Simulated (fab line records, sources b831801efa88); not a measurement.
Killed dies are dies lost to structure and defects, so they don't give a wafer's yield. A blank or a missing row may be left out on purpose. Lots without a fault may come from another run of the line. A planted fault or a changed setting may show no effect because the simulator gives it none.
fab line records | flow sky130
record lots=6 wafers=18 last_day=50
route steps=708 shown GATE_OXIDE@201 POLY_GATE@204 RES_PROTECT@206 LDD_N@237 PAD_OPEN@708
lots that met no fault: from a run of the same line without faults
start_h: hours from the record's first day to the start of the lot's first wafer shown | wait_h: hours since the lot's step before | " the same as in the row above | L1.1+2: a row that stands for several wafers | - no value, or no start given | * or withheld: withheld | < > ~ a bound
route shown NAME@n: a module of which the file shows steps, and the number in the route of the first | usual: mean/standard deviation of fault-free wafers | same: alike in all rows | chamber/n: place in a boat | sites: the reading at each site | _std_site: their standard deviation | _edge_site: outer sites' mean less inner sites' | radius_mm: how far each site lies from the wafer's centre | mask NAME#n: copy n | behind: the tool/chamber that last shaped the wafer | hold: why the lot was held/for how many hours/how that ended | device: the transistor (n, p or np) that didn't switch | end of line: the same wafers' tests at the end of the route | a step without rows: its recipe alone | killed: dies lost to structure and defects at the first sort, not the wafer's yield | map: a wafer's dies, x killed, . not, _ none there
set.NAME: the setting as run; set.NAME@STEP: as run at that earlier step | model.NAME: the simulator's own value behind a step, which no gauge read
lots at some steps of the route; a table a step, a row a wafer
services: from which hour (start_h, from the record's first day; less than 0 if before it) a tool's chamber was out of use, for how many hours, and why
## steps
# step SKY_GATE_OXIDE_TW_MEAS_14
# usual GATE_OXIDE_TW=224.9/2.6
# columns lot.wafer tool chamber start_h wait_h GATE_OXIDE_TW
L159.1 film_metro-03 - 348.78 0.1 222.6
L159.3 " - " " 222.1
L159.4 " - " " 221.5
L160.2 film_metro-04 - 352.78 0.1 225.5
L160.4 " - " " 225.4
L160.5 " - " " 225.4
L166.1 film_metro-02 - 417.96 0.1 227.2
L166.2 " - " " 227.5
L166.5 " - " " 228.1
L170.2 film_metro-03 - 462.57 0.1 223.4
L170.3 " - " " 221.3
L170.6 " - " " 222.1
L169.2 film_metro-04 - 463.25 0.1 225.4
L169.3 " - " " 225.9
L169.6 " - " " 225.2
L178.1 film_metro-03 - 504.18 0.1 219.7
L178.3 " - " " 218.5
L178.6 " - " " 220.6
# step SKY_GATE_OXIDE_CLEAN_15
# recipe chemistry=SC1/SC2 mix=1:4:20 temp_c=70 time_s=150 dry=n2_spin
# step SKY_GATE_OXIDE_OXIDATION_16
# recipe temp_c=800 ambient=O2 idle_temp_c=700 ramp_up_c_per_min=10 ramp_down_c_per_min=3 stabilise_s=600 purge_s=300 target_thk_a=35.7 ox_time_s=1915
# step SKY_POLY_GATE_CVD_00
# recipe material=poly-Si target_thk_nm=180 temp_c=620 time_s=720 pressure_mtorr=200
# step SKY_POLY_GATE_THK_MEAS_01
# recipe reads=poly-Si_of_POLY_GATE_CVD_00
# usual POLY_GATE_CVD_00_THK=179.1/1.6
# columns lot.wafer tool chamber start_h wait_h POLY_GATE_CVD_00_THK[nm]
L159.1 film_metro-03 - 351.62 0.0 180.1
L159.3 " - " " 179.5
L159.4 " - " " 179.8
L160.2 film_metro-03 - 356.62 0.0 179.2
L160.4 " - " " 180.6
L160.5 " - " " 179.4
L166.1 film_metro-01 - 421.27 0.0 180.0
L166.2 " - " " 178.9
L166.5 " - " " 179.8
L170.2 film_metro-03 - 465.52 0.0 179.7
L170.3 " - " " 180.6
L170.6 " - " " 182.0
L169.2 film_metro-01 - 466.72 0.0 179.2
L169.3 " - " " 179.9
L169.6 " - " " 179.2
L178.1 film_metro-02 - 508.05 0.0 179.4
L178.3 " - " " 178.5
L178.6 " - " " 178.2
# step SKY_RES_PROTECT_DEHYDRATE_00
# recipe temp_c=200 time_s=60
# step SKY_RES_PROTECT_HMDS_01
# recipe prime_time_s=60 prime_temp_c=120
# step SKY_RES_PROTECT_COAT_02
# recipe resist=NOVOLAK spin_rpm=3036 resist_thk_nm=1140
# step SKY_RES_PROTECT_SOFTBAKE_03
# recipe temp_c=90 time_s=60 resist=NOVOLAK
# step SKY_RES_PROTECT_EXPOSE_04
# recipe mask_id=RPM na=0.6 source_shape=conventional sigma_outer=0.6 polarization=unpolarized target_cd_nm=1270 dose_mj=131
# step SKY_RES_PROTECT_PEB_05
# recipe temp_c=withheld time_s=* resist=NOVOLAK
# step SKY_RES_PROTECT_DEVELOP_06
# recipe resist=NOVOLAK developer=TMAH develop_time_s=60 dev_temp_c=23
# step SKY_POLY_GATE_IMPLANT_02
# recipe species=P energy_kev=30 dose_cm2=7.7e+15 tilt_deg=0
# columns lot.wafer tool chamber start_h wait_h
L159.1+3+4 implanter-03 0 379.49 0.1
L160.2+4+5 implanter-01 0 384.30 0.1
L166.1+2+5 implanter-01 0 451.79 0.1
L170.2+3+6 implanter-01 0 495.85 0.1
L169.2+3+6 implanter-01 0 497.36 0.1
L178.1+3+6 implanter-03 0 538.09 0.1
# step SKY_RES_PROTECT_STRIP_07
# recipe chemistry=O2/N2 power_w=1400 pressure_mtorr=1500 platen_temp_c=withheld o2_flow_sccm=3000 n2_flow_sccm=300 overash_fraction=0.5
# usual chamber_pressure_mTorr=1500.0/1.3 drypump_motor_current_A=5.5/0.44 oes_product_au=0.517/0.005 strip_time_to_endpoint_s=23.22/0.043
# columns lot.wafer tool chamber start_h wait_h chamber_pressure_mTorr drypump_motor_current_A oes_product_au rf_hours_counter_h strip_time_to_endpoint_s
L159.1 plasma_asher-02 1 379.64 0.1 1500.8 5.2 0.522 58 23.23
L159.3 " 1 " " 1497.9 5.2 0.516 - 23.24
L159.4 " 0 " " 1501.2 5.1 0.523 - 23.22
L160.2 plasma_asher-02 0 384.42 0.1 1499.9 5.1 0.521 58 23.20
L160.4 " 0 " " 1499.0 5.1 0.511 - 23.22
L160.5 " 1 " " 1498.3 5.2 0.515 - 23.18
L166.1 plasma_asher-04 1 451.94 0.1 1500.5 5.5 0.515 75 23.22
L166.2 " 0 " " 1501.1 6.2 0.515 75 23.23
L166.5 " 0 " " 1501.6 6.3 0.516 - 23.26
L170.2 plasma_asher-02 1 495.97 0.1 1499.4 5.2 0.519 71 23.18
L170.3 " 1 " " 1501.0 5.2 0.507 - 23.19
L170.6 " 0 " " 1501.3 5.2 0.514 - 23.22
L169.2 plasma_asher-01 1 497.49 0.1 1499.8 6.2 0.510 36 23.17
L169.3 " 0 " " 1500.4 5.4 0.519 - 23.17
L169.6 " 0 " " 1501.1 5.4 0.508 - 23.16
L178.1 plasma_asher-02 0 538.24 0.1 1498.0 5.1 0.514 75 23.17
L178.3 " 1 " " 1497.2 5.2 0.521 - 23.16
L178.6 " 1 " " 1499.3 5.2 0.517 - 23.15
# step SKY_RES_PROTECT_TW_MEAS_08
# usual POLY_GATE_TW=4042/37
# columns lot.wafer tool chamber start_h wait_h POLY_GATE_TW
L159.1 film_metro-04 - 379.74 0.1 4092
L159.3 " - " " 4078
L159.4 " - " " 4122
L160.2 film_metro-01 - 384.53 0.1 4060
L160.4 " - " " 4068
L160.5 " - " " 4079
L166.1 film_metro-01 - 452.04 0.1 4064
L166.2 " - " " 4069
L166.5 " - " " 4068
L170.2 film_metro-04 - 496.08 0.1 4067
L170.3 " - " " 4064
L170.6 " - " " 4078
L169.2 film_metro-03 - 497.60 0.1 3975
L169.3 " - " " 3974
L169.6 " - " " 3935
L178.1 film_metro-04 - 538.34 0.1 4071
L178.3 " - " " 4070
L178.6 " - " " 4054
# step SKY_RES_PROTECT_CLEAN_09
# recipe chemistry=SC1/SC2 mix=1:4:20 temp_c=70 time_s=150 dry=n2_spin
# step SKY_POLY_GATE_CVD_03
# recipe material=Si3N4 precursor=DCS/NH3 target_thk_nm=75 temp_c=770 time_s=1290 pressure_mtorr=250
# step SKY_POLY_GATE_THK_MEAS_04
# recipe reads=Si3N4_of_POLY_GATE_CVD_03
# usual POLY_GATE_CVD_03_THK=75.0/0.63
# columns lot.wafer tool chamber start_h wait_h POLY_GATE_CVD_03_THK[nm]
L159.1 film_metro-03 - 382.23 0.0 76.0
L159.3 " - " " 75.6
L159.4 " - " " 75.3
L160.2 film_metro-02 - 388.38 0.0 74.5
L160.4 " - " " 74.8
L160.5 " - " " 74.9
L166.1 film_metro-03 - 453.51 0.0 74.7
L166.2 " - " " 75.2
L166.5 " - " " 74.9
L170.2 film_metro-01 - 497.55 0.0 75.1
L170.3 " - " " 75.0
L170.6 " - " " 75.0
L169.2 film_metro-02 - 500.17 0.1 75.8
L169.3 " - " " 75.3
L169.6 " - " " 75.5
L178.1 film_metro-01 - 540.27 0.0 75.3
L178.3 " - " " 75.4
L178.6 " - " " 75.0
# step SKY_POLY_GATE_DEHYDRATE_05
# recipe temp_c=200 time_s=60
# step SKY_POLY_GATE_HMDS_06
# recipe prime_time_s=60 prime_temp_c=120
# step SKY_POLY_GATE_COAT_07
# recipe resist=BARC temp_c=withheld time_s=withheld spin_rpm=3000 resist_thk_nm=110
# step SKY_POLY_GATE_COAT_08
# recipe resist=KrF-thick spin_rpm=3000 resist_thk_nm=450
# step SKY_POLY_GATE_SOFTBAKE_09
# recipe temp_c=100 time_s=90 resist=KrF-thick
# step SKY_POLY_GATE_EXPOSE_10
# recipe mask_id=P1M na=0.68 source_shape=conventional sigma_outer=0.6 target_cd_nm=150 dose_mj=28
# step SKY_POLY_GATE_PEB_11
# recipe peb_temp_c=withheld peb_time_s=withheld resist=KrF-thick
# step SKY_POLY_GATE_DEVELOP_12
# recipe develop_time_s=60 resist=KrF-thick dev_temp_c=21
# step SKY_POLY_GATE_CD_MEAS_13
# recipe target_cd_nm=150
# usual cd_nm=150.2/1.1
# columns lot.wafer tool chamber start_h wait_h cd_nm
L159.1 cd_sem-01 - 410.59 - 150.9
L159.3 " - " " 149.8
L159.4 " - " " 150.3
L160.2 cd_sem-01 - 417.94 - 150.6
L160.4 " - " " 150.0
L160.5 " - " " 150.3
L166.1 cd_sem-02 - 484.04 - 149.3
L166.2 " - " " 151.3
L166.5 " - " " 150.9
L170.2 cd_sem-01 - 528.21 - 150.7
L170.3 " - " " 151.0
L170.6 " - " " 151.7
L169.2 cd_sem-01 - 531.28 - 149.4
L169.3 " - " " 151.6
L169.6 " - " " 150.0
L178.1 cd_sem-01 - 570.32 - 150.2
L178.3 " - " " 149.8
L178.6 " - " " 150.0
# step SKY_POLY_GATE_OVL_MEAS_14
# usual POLY_GATE_OVL=0/5.5
# columns lot.wafer tool chamber start_h wait_h POLY_GATE_OVL[nm]
L159.1 overlay-02 - 410.71 0.1 -6
L159.3 " - " " -2
L159.4 " - " " -10
L160.2 overlay-01 - 418.05 0.1 -1
L160.4 " - " " -7
L160.5 " - " " -4
L166.1 overlay-01 - 484.16 0.1 -4
L166.2 " - " " 2
L166.5 " - " " 2
L170.2 overlay-02 - 528.31 0.1 5
L170.3 " - " " 4
L170.6 " - " " 5
L169.2 overlay-01 - 531.39 0.1 1
L169.3 " - " " 6
L169.6 " - " " 1
L178.1 overlay-01 - 570.44 0.1 2
L178.3 " - " " 4
L178.6 " - " " -9
# step SKY_POLY_GATE_ETCH_15
# recipe chemistry=N2/H2 target=BARC ion_energy_ev=200 source_w=500 bias_w=100 pressure_mtorr=30 n2_flow_sccm=100 h2_flow_sccm=200 stop_on=SiO2 time_s=118.5 target_depth_a=1100
# usual chamber_pressure_mTorr=30.00/0.031 drypump_motor_current_A=5.5/0.42 oes_product_au=0.716/0.0049 throttle_valve_pct=13.214/0.0094
# columns lot.wafer tool chamber start_h wait_h chamber_pressure_mTorr drypump_motor_current_A oes_product_au rf_hours_counter_h throttle_valve_pct
L159.1 rie_diel-04 3 410.74 0.0 30.01 5.0 0.715 1 13.208
L159.3 " 0 " " 30.02 5.0 0.722 8 13.215
L159.4 " 1 " " 29.98 5.7 0.720 2 13.211
L160.2 rie_diel-02 0 418.08 0.0 29.97 5.9 0.711 73 13.225
L160.4 " 1 " " 30.00 5.4 0.715 3 13.218
L160.5 " 1 " " 30.00 5.4 0.721 - 13.202
L166.1 rie_diel-02 1 484.19 0.0 29.97 5.4 0.712 4 13.208
L166.2 " 0 " " 30.01 5.9 0.715 75 13.218
L166.5 " 1 " " 30.00 5.4 0.714 - 13.225
L170.2 rie_diel-03 1 528.34 0.0 29.95 5.4 0.715 1 13.209
L170.3 " 0 " " 29.99 5.9 0.717 21 13.220
L170.6 " 2 " " 29.97 5.1 0.711 - 13.199
L169.2 rie_diel-02 0 531.42 0.0 29.98 6.0 0.709 76 13.228
L169.3 " 1 " " 29.97 5.4 0.713 5 13.212
L169.6 " 0 " " 29.95 6.0 0.719 - 13.217
L178.1 rie_diel-03 2 570.48 0.0 29.99 5.1 0.705 16 13.224
L178.3 " 0 " " 30.03 6.0 0.712 22 13.207
L178.6 " 1 " " 29.98 5.4 0.710 - 13.207
# step SKY_POLY_GATE_ETCH_16
# recipe stop_on=poly-Si chemistry=CH3F/O2 target=Si3N4 source_w=400 bias_w=80 pressure_mtorr=25 ch3f_flow_sccm=40 O2_flow_sccm=30 time_s=147.5 target_depth_a=750
# usual chamber_pressure_mTorr=25.000/0.022 drypump_motor_current_A=5.5/0.42 oes_product_au=0.640/0.0049 throttle_valve_pct=10.535/0.0095
# columns lot.wafer tool chamber start_h wait_h chamber_pressure_mTorr drypump_motor_current_A oes_product_au rf_hours_counter_h throttle_valve_pct
L159.1 rie_diel-04 3 410.83 0.0 25.026 5.0 0.648 1 10.532
L159.3 " 0 " " 24.988 5.0 0.639 8 10.541
L159.4 " 1 " " 25.035 5.8 0.644 2 10.569
L160.2 rie_diel-02 0 418.16 0.0 24.981 5.9 0.643 73 10.528
L160.4 " 1 " " 24.986 5.4 0.635 3 10.538
L160.5 " 1 " " 25.031 5.4 0.639 - 10.509
L166.1 rie_diel-02 1 484.28 0.0 24.992 5.4 0.638 4 10.537
L166.2 " 0 " " 25.004 5.9 0.646 75 10.530
L166.5 " 1 " " 24.988 5.4 0.640 - 10.543
L170.2 rie_diel-03 1 528.43 0.0 25.000 5.4 0.638 1 10.535
L170.3 " 0 " " 25.015 5.9 0.640 21 10.545
L170.6 " 2 " " 24.982 5.1 0.644 - 10.535
L169.2 rie_diel-02 0 531.50 0.0 24.987 5.9 0.640 76 10.551
L169.3 " 1 " " 24.984 5.4 0.641 5 10.527
L169.6 " 0 " " 24.969 5.9 0.643 - 10.532
L178.1 rie_diel-03 2 570.56 0.0 24.970 5.1 0.640 16 10.534
L178.3 " 0 " " 24.989 5.9 0.639 22 10.543
L178.6 " 1 " " 24.998 5.4 0.640 - 10.532
# step SKY_POLY_GATE_ETCH_17
# recipe target_depth_nm=180 stop_on=SiO2 over_etch_frac=0.5925 chemistry=HBr/Cl2 target=poly-Si icp_w=400 bias_w=100 pressure_mtorr=10 HBr_flow_sccm=150 Cl2_flow_sccm=50 time_s=70.5
# usual chamber_pressure_mTorr=10.001/0.012 drypump_motor_current_A=5.6/0.36 oes_product_au=0.976/0.0074 throttle_valve_pct=33.684/0.0077
# columns lot.wafer tool chamber start_h wait_h chamber_pressure_mTorr drypump_motor_current_A oes_product_au rf_hours_counter_h throttle_valve_pct
L159.1 rie_si-01 1 410.93 0.0 10.003 5.2 0.974 20 33.682
L159.3 " 3 " " 9.997 5.1 0.982 4 33.682
L159.4 " 2 " " 9.997 5.5 0.976 3 33.687
L160.2 rie_si-02 1 418.26 0.0 10.005 5.8 0.973 1 33.686
L160.4 " 1 " " 9.993 5.8 0.969 - 33.684
L160.5 " 2 " " 10.012 6.3 0.981 - 33.682
L166.1 rie_si-02 3 484.38 0.0 9.986 5.9 0.972 0 33.684
L166.2 " 0 " " 10.007 5.4 0.978 1 33.680
L166.5 " 2 " " 10.006 6.3 0.984 - 33.683
L170.2 rie_si-01 1 528.53 0.0 9.999 5.2 0.982 20 33.674
L170.3 " 2 " " 9.995 5.6 0.980 3 33.700
L170.6 " 3 " " 10.006 5.2 0.982 - 33.686
L169.2 rie_si-02 3 531.60 0.0 9.994 5.9 0.971 1 33.690
L169.3 " 0 " " 9.996 5.4 0.968 1 33.705
L169.6 " 0 " " 9.998 5.4 0.966 - 33.697
L178.1 rie_si-02 1 570.66 0.0 9.994 5.8 0.976 2 33.684
L178.3 " 2 " " 9.988 6.3 0.981 1 33.677
L178.6 " 3 " " 10.009 5.9 0.970 - 33.682
# step SKY_POLY_GATE_STRIP_18
# recipe chemistry=O2/N2 power_w=1400 pressure_mtorr=1500 platen_temp_c=withheld o2_flow_sccm=3000 n2_flow_sccm=300 overash_fraction=0.5
# usual chamber_pressure_mTorr=1500.0/1.5 drypump_motor_current_A=5.6/0.46 oes_product_au=0.360/0.0046 strip_time_to_endpoint_s=3.14/0.036
# columns lot.wafer tool chamber start_h wait_h chamber_pressure_mTorr drypump_motor_current_A oes_product_au rf_hours_counter_h strip_time_to_endpoint_s
L159.1 plasma_asher-04 1 410.98 0.0 1501.8 5.5 0.360 70 3.13
L159.3 " 0 " " 1500.4 6.2 0.360 - 3.17
L159.4 " 1 " " 1499.8 5.5 0.356 - 3.09
L160.2 plasma_asher-03 0 418.32 0.0 1500.1 6.3 0.357 71 3.16
L160.4 " 0 " " 1499.8 6.3 0.363 - 3.15
L160.5 " 0 " " 1500.7 6.3 0.362 - 3.10
L166.1 plasma_asher-02 0 484.43 0.0 1502.4 5.1 0.357 70 3.13
L166.2 " 1 " " 1498.5 5.2 0.361 70 3.18
L166.5 " 1 " " 1498.5 5.2 0.364 - 3.15
L170.2 plasma_asher-04 0 528.58 0.0 1500.0 6.2 0.363 83 3.12
L170.3 " 1 " " 1499.4 5.5 0.354 - 3.13
L170.6 " 0 " " 1498.7 6.2 0.352 - 3.12
L169.2 plasma_asher-02 1 531.65 0.0 1498.2 5.2 0.360 74 3.11
L169.3 " 1 " " 1498.5 5.2 0.365 - 3.14
L169.6 " 0 " " 1498.2 5.1 0.364 - 3.13
L178.1 plasma_asher-02 1 570.72 0.0 1502.1 5.2 0.357 78 3.15
L178.3 " 0 " " 1499.6 5.1 0.364 - 3.18
L178.6 " 0 " " 1500.0 5.2 0.357 - 3.17
# step SKY_POLY_GATE_CLEAN_19
# recipe chemistry=SC1/SC2 mix=1:4:20 temp_c=70 time_s=150 dry=n2_spin
# step SKY_POLY_GATE_OXIDATION_20
# recipe temp_c=850 ambient=O2 stabilise_s=600 purge_s=300 target_thk_a=40 ox_time_s=899
# step SKY_POLY_GATE_THK_MEAS_21
# recipe reads=SiO2_of_POLY_GATE_OXIDATION_20
# usual POLY_GATE_OXIDATION_THK=4.01/0.089
# columns lot.wafer tool chamber start_h wait_h POLY_GATE_OXIDATION_THK[nm]
L159.1 film_metro-02 - 412.38 0.0 3.95
L159.3 " - " " 3.98
L159.4 " - " " 3.95
L160.2 film_metro-01 - 419.88 0.0 3.94
L160.4 " - " " 3.93
L160.5 " - " " 3.92
L166.1 film_metro-03 - 485.84 0.0 3.96
L166.2 " - " " 4.01
L166.5 " - " " 3.86
L170.2 film_metro-02 - 529.99 0.0 4.06
L170.3 " - " " 4.03
L170.6 " - " " 4.02
L169.2 film_metro-03 - 533.58 0.0 4.14
L169.3 " - " " 4.11
L169.6 " - " " 4.16
L178.1 film_metro-01 - 575.18 0.0 4.07
L178.3 " - " " 3.97
L178.6 " - " " 4.02
# step SKY_POLY_GATE_CD_MEAS_22
# usual cd_nm=150.8/1.9
# columns lot.wafer tool chamber start_h wait_h cd_nm
L159.1 cd_sem-01 - 412.44 0.1 152.5
L159.3 " - " " 149.2
L159.4 " - " " 149.9
L160.2 cd_sem-02 - 419.96 0.1 149.0
L160.4 " - " " 150.6
L160.5 " - " " 151.7
L166.1 cd_sem-01 - 485.90 0.1 149.1
L166.2 " - " " 148.0
L166.5 " - " " 152.5
L170.2 cd_sem-01 - 530.07 0.1 151.6
L170.3 " - " " 153.3
L170.6 " - " " 154.4
L169.2 cd_sem-01 - 533.65 0.1 147.4
L169.3 " - " " 151.4
L169.6 " - " " 147.5
L178.1 cd_sem-01 - 575.24 0.1 151.7
L178.3 " - " " 152.4
L178.6 " - " " 149.4
# step SKY_LDD_N_DEHYDRATE_00
# recipe temp_c=200 time_s=60
# step SKY_LDD_N_HMDS_01
# recipe prime_time_s=60 prime_temp_c=120
# step SKY_LDD_N_COAT_02
# recipe resist=NOVOLAK spin_rpm=3000 resist_thk_nm=300
# step SKY_LDD_N_SOFTBAKE_03
# recipe temp_c=90 time_s=60 resist=NOVOLAK
# step SKY_LDD_N_EXPOSE_04
# recipe mask_id=NTM target_cd_nm=840 na=0.6 source_shape=conventional sigma_outer=0.6 dose_mj=110
# step SKY_LDD_N_PEB_05
# recipe temp_c=withheld time_s=* resist=NOVOLAK
# step SKY_PAD_OPEN_PROBE_99
# usual killed_at_M0_to_M3=43/7.7 killed_at_M4_up=3.4/1.9 killed_at_contacts=25/5.6 killed_at_front_end=14/4.3 killed_at_other=0.2/0.5 killed_dies=86/10 killed_open=47/7.2 killed_short=39/6.7
# same gross_dies=492 killed_at_back_side=0
# columns lot.wafer tool chamber start_h wait_h killed_at_M0_to_M3 killed_at_M4_up killed_at_contacts killed_at_front_end killed_at_other killed_dies killed_open killed_short model.etest.res_poly.rs_ohm_sq_rim_less_centre model.etest.res_poly.rs_ohm_sq_range model.etest.res_poly.rs_ohm_sq
L159.1 prober-02 - 1105.35 0.1 37 1 29 11 0 78 48 30 0.408 0.8568 48.24
L159.3 prober-02 - 1105.45 0.2 47 1 26 11 0 85 53 32 -1.03 1.536 48.7
L159.4 prober-02 - 1105.50 0.2 62 2 21 16 1 102 57 45 -0.08541 1.277 48.9
L160.2 prober-01 - 1109.16 0.1 50 3 14 18 0 85 41 44 0.3265 0.8852 48.29
L160.4 prober-01 - 1109.26 0.2 45 5 28 15 0 93 57 36 0.4474 0.8132 48.56
L160.5 prober-01 - 1109.31 0.2 49 2 23 13 0 87 49 38 -0.4041 1.115 48.45
L166.1 prober-01 - 1153.21 0.1 34 6 27 9 0 76 43 33 0.2992 1.095 48.35
L166.2 prober-01 - 1153.26 0.1 54 7 12 11 0 84 47 37 -0.429 1.026 48.38
L166.5 prober-01 - 1153.41 0.2 37 3 22 11 0 73 40 33 -0.4045 0.9961 48.06
L170.2 prober-02 - 1174.95 0.1 59 6 24 15 0 104 49 55 -2.011 2.428 49.67
L170.3 prober-02 - 1175.00 0.2 50 2 22 20 0 94 54 40 -2.761 3.55 49.21
L170.6 prober-02 - 1175.15 0.2 49 0 28 11 1 89 50 39 -2.646 3.08 49.7
L169.2 prober-02 - 1178.34 0.1 40 2 25 13 0 80 41 39 -2.692 3.781 49.04
L169.3 prober-02 - 1178.39 0.2 41 5 31 11 1 89 44 45 -3.034 3.432 49.16
L169.6 prober-02 - 1178.54 0.2 43 6 31 10 0 90 44 46 -2.647 3.241 49.03
L178.1 prober-01 - 1203.95 0.1 51 6 26 7 0 90 49 41 -0.8813 1.348 50.1
L178.3 prober-01 - 1204.05 0.2 40 2 21 15 0 78 37 41 -0.474 1.265 49.16
L178.6 prober-01 - 1204.20 0.2 48 1 34 15 0 98 60 38 -0.387 1.467 48.65
# killed by level:class
L159.1 VIA1:geometric_particle:open=14 CONTACT:geometric_particle:open=11 CONTACT:geometric_particle:short=6 VIA2:geometric_particle:open=5 POLY_GATE:geometric_particle:open=4 METAL2:geometric_particle:short=4 LI_CONTACT:geometric_particle:open=4 LOCAL_INTERCONNECT:geometric_particle:short=4
L159.3 VIA1:geometric_particle:open=14 CONTACT:geometric_particle:open=11 VIA2:geometric_particle:open=9 LI_CONTACT:geometric_particle:open=6 CONTACT:geometric_particle:short=6 METAL1:geometric_particle:short=6 FIELD_ISO:geometric_particle:short=4 FIELD_ISO:geometric_particle:open=3
L159.4 VIA3:geometric_particle:open=12 VIA2:geometric_particle:open=11 VIA1:geometric_particle:open=10 LI_CONTACT:geometric_particle:open=8 METAL1:geometric_particle:short=7 VIA1:geometric_particle:short=7 POLY_GATE:geometric_particle:open=5 CONTACT:geometric_particle:open=5
L160.2 VIA2:geometric_particle:open=8 VIA1:geometric_particle:open=8 FIELD_ISO:geometric_particle:open=6 METAL1:geometric_particle:short=6 METAL3:geometric_particle:short=6 VIA3:geometric_particle:short=5 POLY_GATE:geometric_particle:open=5 METAL2:geometric_particle:short=5
L160.4 VIA1:geometric_particle:open=15 CONTACT:geometric_particle:open=12 VIA3:geometric_particle:open=10 FIELD_ISO:geometric_particle:short=7 VIA2:geometric_particle:open=7 LI_CONTACT:geometric_particle:open=6 LI_CONTACT:geometric_particle:short=5 POLY_GATE:geometric_particle:open=4
L160.5 VIA1:geometric_particle:open=10 VIA3:geometric_particle:open=10 VIA2:geometric_particle:open=7 VIA2:geometric_particle:short=6 CONTACT:geometric_particle:open=6 LOCAL_INTERCONNECT:geometric_particle:short=5 LI_CONTACT:geometric_particle:open=4 METAL1:geometric_particle:short=4
L166.1 VIA1:geometric_particle:open=12 LI_CONTACT:geometric_particle:open=11 CONTACT:geometric_particle:open=6 LOCAL_INTERCONNECT:geometric_particle:short=5 VIA2:geometric_particle:open=5 METAL4:geometric_particle:short=5 CONTACT:geometric_particle:short=4 VIA1:geometric_particle:short=4
L166.2 VIA2:geometric_particle:open=12 VIA1:geometric_particle:open=9 METAL1:geometric_particle:short=8 VIA3:geometric_particle:open=8 METAL4:geometric_particle:short=5 CONTACT:geometric_particle:open=4 VIA2:geometric_particle:short=4 VIA3:geometric_particle:short=4
L166.5 VIA1:geometric_particle:open=9 CONTACT:geometric_particle:open=8 LI_CONTACT:geometric_particle:open=7 VIA1:geometric_particle:short=5 METAL2:geometric_particle:short=5 VIA2:geometric_particle:open=5 POLY_GATE:geometric_particle:short=4 METAL1:geometric_particle:short=4
L170.2 VIA1:geometric_particle:open=14 METAL2:geometric_particle:short=11 CONTACT:geometric_particle:open=7 METAL1:geometric_particle:short=7 CONTACT:geometric_particle:short=6 FIELD_ISO:geometric_particle:open=5 METAL4:geometric_particle:short=5 LI_CONTACT:geometric_particle:open=5
L170.3 VIA1:geometric_particle:open=15 CONTACT:geometric_particle:open=8 METAL2:geometric_particle:short=8 VIA1:geometric_particle:short=7 VIA2:geometric_particle:open=7 FIELD_ISO:geometric_particle:open=6 POLY_GATE:geometric_particle:short=6 VIA3:geometric_particle:open=6
L170.6 CONTACT:geometric_particle:open=16 VIA1:geometric_particle:open=9 VIA3:geometric_particle:open=7 CONTACT:geometric_particle:short=6 VIA2:geometric_particle:short=5 VIA2:geometric_particle:open=5 METAL3:geometric_particle:short=5 METAL2:geometric_particle:short=5
L169.2 CONTACT:geometric_particle:open=11 VIA1:geometric_particle:open=11 METAL1:geometric_particle:short=6 METAL2:geometric_particle:short=6 POLY_GATE:geometric_particle:open=5 LI_CONTACT:geometric_particle:open=5 FIELD_ISO:geometric_particle:short=4 CONTACT:geometric_particle:short=4
L169.3 LI_CONTACT:geometric_particle:open=10 METAL1:geometric_particle:short=9 CONTACT:geometric_particle:open=9 VIA1:geometric_particle:open=7 LOCAL_INTERCONNECT:geometric_particle:short=5 VIA3:geometric_particle:open=5 VIA1:geometric_particle:short=4 METAL2:geometric_particle:short=4
L169.6 CONTACT:geometric_particle:open=11 VIA1:geometric_particle:open=10 CONTACT:geometric_particle:short=8 VIA2:geometric_particle:open=7 LI_CONTACT:geometric_particle:open=6 VIA1:geometric_particle:short=6 METAL2:geometric_particle:short=6 METAL4:geometric_particle:short=5
L178.1 VIA3:geometric_particle:open=11 VIA1:geometric_particle:open=9 CONTACT:geometric_particle:open=7 LI_CONTACT:geometric_particle:open=6 METAL2:geometric_particle:short=6 LOCAL_INTERCONNECT:geometric_particle:short=5 VIA3:geometric_particle:short=5 METAL4:geometric_particle:short=5
L178.3 VIA1:geometric_particle:open=7 FIELD_ISO:geometric_particle:open=6 METAL2:geometric_particle:short=6 CONTACT:geometric_particle:open=5 VIA3:geometric_particle:open=5 LI_CONTACT:geometric_particle:open=5 FIELD_ISO:geometric_particle:short=4 LOCAL_INTERCONNECT:geometric_particle:short=4
L178.6 CONTACT:geometric_particle:open=14 VIA1:geometric_particle:open=13 LI_CONTACT:geometric_particle:open=9 VIA3:geometric_particle:open=7 FIELD_ISO:geometric_particle:open=6 VIA1:geometric_particle:short=6 VIA2:geometric_particle:open=5 VIA3:geometric_particle:short=5
## services
# columns tool chamber start_h hours kind
plasma_asher-01 - 377.05 0.9 repair
rie_diel-02 3 420.57 4.5 repair
plasma_asher-03 - 421.25 9.0 pm
plasma_asher-01 - 437.47 4.3 pm
plasma_asher-03 - 439.66 22.2 repair
rie_diel-02 2 460.53 - clean
rie_diel-02 2 460.53 24.6 scheduled_down
rie_diel-03 2 462.86 4.8 repair
plasma_asher-03 - 463.42 3.4 repair
implanter-03 - 470.69 1.3 repair
implanter-01 - 472.39 1.7 repair
rie_diel-03 3 473.99 12.2 repair
plasma_asher-04 - 480.54 1.2 repair
rie_diel-03 1 487.60 5.1 repair
rie_diel-02 1 504.73 3.5 repair
plasma_asher-02 - 506.94 2.8 pm
rie_si-02 0 510.25 4.4 repair
rie_diel-02 2 513.66 10.8 repair
implanter-03 - 520.27 6.3 repair
rie_si-02 1 522.54 6.7 repair
plasma_asher-03 - 527.49 4.7 repair
plasma_asher-01 - 529.21 0.6 repair
implanter-01 - 553.22 3.3 pm
rie_diel-04 2 565.90 4.1 repair
## key
first_sign none at tools or gauges
model_effect step=SKY_PAD_OPEN_PROBE_99 value=etest.res_poly.rs_ohm_sq_rim_less_centre without=0.3817 struck=-2.632
met_at SKY_POLY_GATE_IMPLANT_02
struck_wafers L169.2,L169.3,L169.6,L170.2,L170.3,L170.6
tester_left_out L169,L170
onset_between 451.79 495.85
fault kind=process_parameter_drift tool=implanter-01 chamber=- onset_h=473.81 steps=SKY_POLY_GATE_IMPLANT_02 channel=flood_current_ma offset=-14 shape=step end_h=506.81
# tester_left_out: of these lots the tester's yield and bins aren't shown, on N5 and GAA mostly nor the transistor test; their killed dies are dies lost to structure and defects alone, not to doping, threshold or leakage, so they don't give the yield
